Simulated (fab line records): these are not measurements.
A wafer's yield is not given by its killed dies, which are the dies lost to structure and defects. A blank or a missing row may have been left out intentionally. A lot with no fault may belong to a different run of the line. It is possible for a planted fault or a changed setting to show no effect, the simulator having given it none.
2 desks looking at one fault -- flow sky130 -- every desk sees just its own numbers, and what lay behind them comes last

## THE TOOL OWNER'S DESK: hdpcvd-02
The tool's own readings at SKY_VIA1_HDPCVD_00 (deposits SiO2, target thk 1030 nm, time 171.7 s): means of the sampled wafers that have a number, for each lot that ran on this tool. If a lot's mean is further than 4 standard deviations from the usual mean, the lot is out of limits and carries the mark OUT (the distance appears in the brackets).
Columns: A = sih4 flow sccm at SKY_VIA1_HDPCVD_00, usual 60.00 sccm
lot,first seen here,A
L182,day 34 12:06,59.92
L183,day 34 18:58,60.12
L187,day 35 05:56,60.02
L190,day 36 05:48,55.36 (-27) OUT
L192,day 36 15:53,50.85 (-54) OUT
This desk finds L190, L192 out of limits, L190 being first, at day 36 05:48 (sih4 flow sccm at SKY_VIA1_HDPCVD_00). Within limits: L182, L183, L187.

## THE METROLOGY DESK
Lot by lot, what the gauges showed, no matter which tool ran the lot: averages of those sampled wafers that carry a number. If a lot's mean is further than 4 standard deviations from the usual mean, the lot is out of limits and carries the mark OUT (the distance appears in the brackets).
Columns: A = VIA1_HDPCVD_THK at SKY_VIA1_THK_MEAS_01, usual 1033 nm
lot,first seen here,A
L182,day 34 12:14,1038
L183,day 34 19:04,1031
L181,day 34 19:44,1021
L184,day 34 22:08,1033
L187,day 35 06:04,1048
L190,day 36 05:55,958 (-8.1) OUT
L192,day 36 16:01,886 (-16) OUT
L194,day 37 07:16,1036
L195,day 37 12:08,1034
L196,day 37 21:37,1040
L198,day 38 12:00,1041
L202,day 39 19:07,1036
This desk finds L190, L192 out of limits, with the earliest case on L190 at day 36 05:55 (VIA1_HDPCVD_THK at SKY_VIA1_THK_MEAS_01). Within limits: L182, L183, L181, L184, L187, L194, L195, L196, L198, L202.

## TAKEN TOGETHER
At day 36 05:48, on L190, L192, the tool owner's desk was in a position to raise an alarm.
An alarm was possible from the metrology desk at day 36 05:55, on L190, L192.
Of the lots named, all ran SKY_VIA1_HDPCVD_00 on hdpcvd-02.

## WHAT THE SIMULATOR HAD INSERTED
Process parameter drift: hdpcvd-02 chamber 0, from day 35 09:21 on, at SKY_VIA1_HDPCVD_00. The setting sih4 flow sccm was moved by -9, starting from 60. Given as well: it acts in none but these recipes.
Lots struck among those shown: L190, L192.
Fault start to first reading out of limits, in hours, per desk: tool owner, 20; metrology, 21.
